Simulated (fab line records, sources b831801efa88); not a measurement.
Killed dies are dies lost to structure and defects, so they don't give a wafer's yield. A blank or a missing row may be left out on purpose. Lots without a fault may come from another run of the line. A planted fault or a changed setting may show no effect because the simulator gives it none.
Which tool did it? | flow gf180mcu | 12 lots, 36 wafers sampled, at 5 steps of a route of 602

WHAT THE GAUGES READ, wafer by wafer
GF_LVPWELL_TW_MEAS_11.
lot  | measured    | on            | LVPWELL_TW
L583 | day 3 21:46 | film_metro-02 | 559 560 558
L584 | day 4 01:52 | film_metro-03 | 564 567 567
L585 | day 4 11:25 | film_metro-03 | 564 564 563
L589 | day 5 09:38 | film_metro-03 | 559 560 563
L591 | day 5 20:30 | film_metro-02 | 556 562 559
L592 | day 5 22:39 | film_metro-04 | 577 575 576
L595 | day 6 18:44 | film_metro-04 | 581 578 575
L598 | day 7 10:47 | film_metro-03 | 561 561 562
L601 | day 8 01:58 | film_metro-02 | 559 564 563
L602 | day 8 08:05 | film_metro-04 | 567 569 566
L603 | day 8 15:25 | film_metro-03 | 555 558 556
L604 | day 8 21:02 | film_metro-02 | 558 560 564

GF_VT_IMPLANT_OVL_MEAS_18.
lot  | measured     | on         | VT_IMPLANT_01_OVL (nm)
L583 | day 6 06:47  | overlay-01 | -2.9 0.3 -0.3
L584 | day 6 11:35  | overlay-02 | 0.7 1.1 1.8
L585 | day 6 21:50  | overlay-02 | -0.7 2.6 2.5
L589 | day 7 23:59  | overlay-01 | 3.0 2.2 1.4
L591 | day 8 11:48  | overlay-02 | 1.1 1.8 1.9
L592 | day 8 15:07  | overlay-02 | -1.4 -1.8 -0.7
L595 | day 9 12:38  | overlay-02 | 0.3 0.9 0.4
L598 | day 10 07:17 | overlay-01 | 0.5 -1.5 0.0
L601 | day 11 00:41 | overlay-01 | 2.1 2.4 0.5
L602 | day 11 08:18 | overlay-02 | -1.0 0.8 -0.4
L603 | day 11 15:43 | overlay-01 | 1.4 2.1 1.2
L604 | day 11 21:27 | overlay-02 | 1.7 1.4 0.2

GF_VT_IMPLANT_RS_MEAS_48: measures by four-point-probe.
lot  | measured     | on            | LVPWELL_RS (ohm/sq)
L583 | day 7 15:05  | film_metro-03 | 1191.0 1192.0 1191.5
L584 | day 7 19:53  | film_metro-03 | 1195.5 1194.5 1196.9
L585 | day 8 07:26  | film_metro-04 | 1200.4 1199.1 1201.4
L589 | day 9 10:08  | film_metro-02 | 1199.9 1198.2 1200.5
L591 | day 9 22:38  | film_metro-03 | 1196.7 1194.3 1195.4
L592 | day 10 02:59 | film_metro-04 | 1140.5 1137.7 1139.2
L595 | day 11 02:08 | film_metro-02 | 1135.0 1137.4 1137.1
L598 | day 11 21:07 | film_metro-03 | 1197.7 1197.0 1198.1
L601 | day 12 14:09 | film_metro-02 | 1197.8 1190.2 1195.6
L602 | day 12 23:22 | film_metro-02 | 1192.1 1190.2 1192.8
L603 | day 13 08:09 | film_metro-03 | 1198.1 1197.3 1196.2
L604 | day 13 14:22 | film_metro-04 | 1199.0 1198.0 1198.5

WHICH TOOL RAN EACH LOT (tool, then ch and the chambers of the sampled wafers, then the start)
lot  | GF_LVPWELL_IMPLANT_09          | GF_VT_IMPLANT_RTA_45
L583 | implanter-03 ch 0, day 3 21:31 | rtp_anneal-01 ch 0, day 7 14:45
L584 | implanter-01 ch 0, day 4 01:37 | rtp_anneal-01 ch 0, day 7 19:33
L585 | implanter-01 ch 0, day 4 11:10 | rtp_anneal-01 ch 0, day 8 07:05
L589 | implanter-03 ch 0, day 5 09:23 | rtp_anneal-02 ch 0, day 9 09:47
L591 | implanter-02 ch 0, day 5 20:17 | rtp_anneal-01 ch 0, day 9 22:17
L592 | implanter-01 ch 0, day 5 22:26 | rtp_anneal-02 ch 0, day 10 02:38
L595 | implanter-01 ch 0, day 6 18:29 | rtp_anneal-02 ch 0, day 11 01:48
L598 | implanter-03 ch 0, day 7 10:32 | rtp_anneal-02 ch 0, day 11 20:47
L601 | implanter-02 ch 0, day 8 01:43 | rtp_anneal-02 ch 0, day 12 13:49
L602 | implanter-02 ch 0, day 8 07:50 | rtp_anneal-02 ch 0, day 12 23:02
L603 | implanter-02 ch 0, day 8 15:10 | rtp_anneal-02 ch 0, day 13 07:49
L604 | implanter-02 ch 0, day 8 20:47 | rtp_anneal-02 ch 0, day 13 14:02
- GF_LVPWELL_IMPLANT_09
- GF_VT_IMPLANT_RTA_45: time 30 s.

WHAT THE TOOLS THEMSELVES READ (means of the sampled wafers that have a number; where no wafer has one, the mark that the record gives instead)
GF_LVPWELL_IMPLANT_09.
lot  | tool         | beam_on_s (s) | faraday_current_uA | tilt_deg (degrees)
L583 | implanter-03 | 9.99          | 28.3               | -0.008
L584 | implanter-01 | 9.90          | 28.5               | 0.028
L585 | implanter-01 | 9.95          | 28.3               | 0.020
L589 | implanter-03 | 9.90          | 28.4               | -0.009
L591 | implanter-02 | 10.04         | 28.1               | 0.001
L592 | implanter-01 | 13.03         | 21.7               | 0.009
L595 | implanter-01 | 12.67         | 22.3               | 0.019
L598 | implanter-03 | 10.20         | 27.6               | 0.001
L601 | implanter-02 | 10.02         | 28.2               | -0.001
L602 | implanter-02 | 9.83          | 28.6               | -0.025
L603 | implanter-02 | 10.07         | 28.0               | 0.000
L604 | implanter-02 | 10.18         | 27.7               | -0.003

GF_VT_IMPLANT_RTA_45.
lot  | tool          | chamber_o2_ppm | lamp_power_pct (%) | wafer_temp_C_max
L583 | rtp_anneal-01 | 2.002          | 35.7               | 1052.0
L584 | rtp_anneal-01 | 2.029          | 35.7               | 1052.9
L585 | rtp_anneal-01 | 2.010          | 35.7               | 1052.8
L589 | rtp_anneal-02 | 1.995          | 40.8               | 1052.8
L591 | rtp_anneal-01 | 1.996          | 35.7               | 1052.6
L592 | rtp_anneal-02 | 2.000          | 40.7               | 1052.8
L595 | rtp_anneal-02 | 1.993          | 40.7               | 1053.8
L598 | rtp_anneal-02 | 2.002          | 40.7               | 1052.9
L601 | rtp_anneal-02 | 1.969          | 40.7               | 1053.6
L602 | rtp_anneal-02 | 2.018          | 40.8               | 1053.1
L603 | rtp_anneal-02 | 1.999          | 40.8               | 1052.5
L604 | rtp_anneal-02 | 2.034          | 40.8               | 1052.9

THE ANSWER, worked out from the rows above alone
Rule: what is usual is taken from the lots themselves. Put in order of their means at a reading, lots are off if they are a third of the lots or fewer, leave a main group of 4 or more, and stand apart from it by a gap of 3 or more times the standard deviation of the main group's means; of several such gaps the widest counts. A main group whose means are all the same, to the digits that the tables above print for the reading, isn't used. A lot without any number at a reading at which 4 lots or more have one is off too. The other lots that the step has rows for count as sound. The gauges are gone through in route order, then the tools' own readings, and for those a lot's mean is taken as printed above. The first step at which some lot is off is used, and at that step the reading that is off furthest; a lot without a number counts as furthest.
Off: L592, L595, at GF_VT_IMPLANT_RS_MEAS_48 (LVPWELL_RS). The main group: mean 1196.2 ohm/sq, standard deviation 2.9.
A tool fits if, at a process step before that reading, it ran every lot that is off, and no sound lot after the first of them. The gauges at GF_VT_IMPLANT_RS_MEAS_48 aren't tried: what is off there is off at GF_LVPWELL_IMPLANT_09 too, on other tools, and a gauge's error can't cause that. One fits: implanter-01 at GF_LVPWELL_IMPLANT_09. Its last sound lot is L585 (day 4 11:10), its first lot that is off L592 (day 5 22:26): a fault that began between those two fits.
The tool's own readings at GF_LVPWELL_IMPLANT_09 bear it out: on the lots that are off they differ by more than 5 times the standard deviation of the sound lots' means. beam_on_s reads 12.85 s there against 10.01 s on the sound lots; faraday_current_uA reads 22.0 there against 28.2 on the sound lots.

WHAT THE SIMULATOR HAD PUT IN
Process parameter drift: implanter-01, from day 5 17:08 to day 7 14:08, at GF_LVPWELL_IMPLANT_09. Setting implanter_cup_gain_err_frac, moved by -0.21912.
Lots struck among those shown: L592, L595. The rule above found the same.
